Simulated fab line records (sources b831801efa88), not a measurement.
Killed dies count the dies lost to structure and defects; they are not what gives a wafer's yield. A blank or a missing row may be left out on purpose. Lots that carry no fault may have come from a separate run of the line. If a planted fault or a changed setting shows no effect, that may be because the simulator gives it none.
Matching of chambers :: flow sky130 :: 3 sister chambers for SKY_CONTACT_CVD_00 on pecvd-02
The step deposits Si3N4, target thk 75 nm. 3 wafers are shown with their chamber, then 7 later ones without.

## EACH WAFER AND ITS CHAMBER
wafer: L087.1
chamber: 1
heaterPowerW (W): 764

wafer: L090.1
chamber: 0
heaterPowerW (W): 759

wafer: L090.3
chamber: 2
heaterPowerW (W): 715

## WAFERS WITH NO CHAMBER GIVEN
wafer: L090.4
heaterPowerW (W): 865

wafer: L093.2
heaterPowerW (W): 847

wafer: L093.5
heaterPowerW (W): 686

wafer: L093.6
heaterPowerW (W): 856

wafer: L096.1
heaterPowerW (W): 771

wafer: L096.3
heaterPowerW (W): 668

wafer: L096.4
heaterPowerW (W): 802

## WHICH CHAMBER EACH ONE RAN IN
wafer: L090.4
from the rows above: can't be placed: 1 or 0 or 2
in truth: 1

wafer: L093.2
from the rows above: can't be placed: 1 or 0 or 2
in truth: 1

wafer: L093.5
from the rows above: can't be placed: 2 or 0 or 1
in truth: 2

wafer: L093.6
from the rows above: can't be placed: 1 or 0 or 2
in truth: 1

wafer: L096.1
from the rows above: can't be placed: 1 or 0 or 2
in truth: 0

wafer: L096.3
from the rows above: can't be placed: 2 or 0 or 1
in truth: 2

wafer: L096.4
from the rows above: can't be placed: 1 or 0 or 2
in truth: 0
Correct placement for 0 of the 7. From these rows, 7 cannot be placed; in 7 the true chamber is one of the candidates. Number placed wrongly: 0.
How it was worked out, from the rows above alone: a wafer's distance from a chamber is the root of the sum, over the readings, of the square of ((its reading less the chamber's mean) divided by the reading's scatter). If the next closest chamber is less than 2 further off than the closest, the wafer can't be placed; otherwise it belongs to the closest. The mean given for a chamber averages the wafers shown for that chamber. The scatter: root of mean squared gap, hidden wafer to nearest shown wafer, with one shown wafer a chamber.
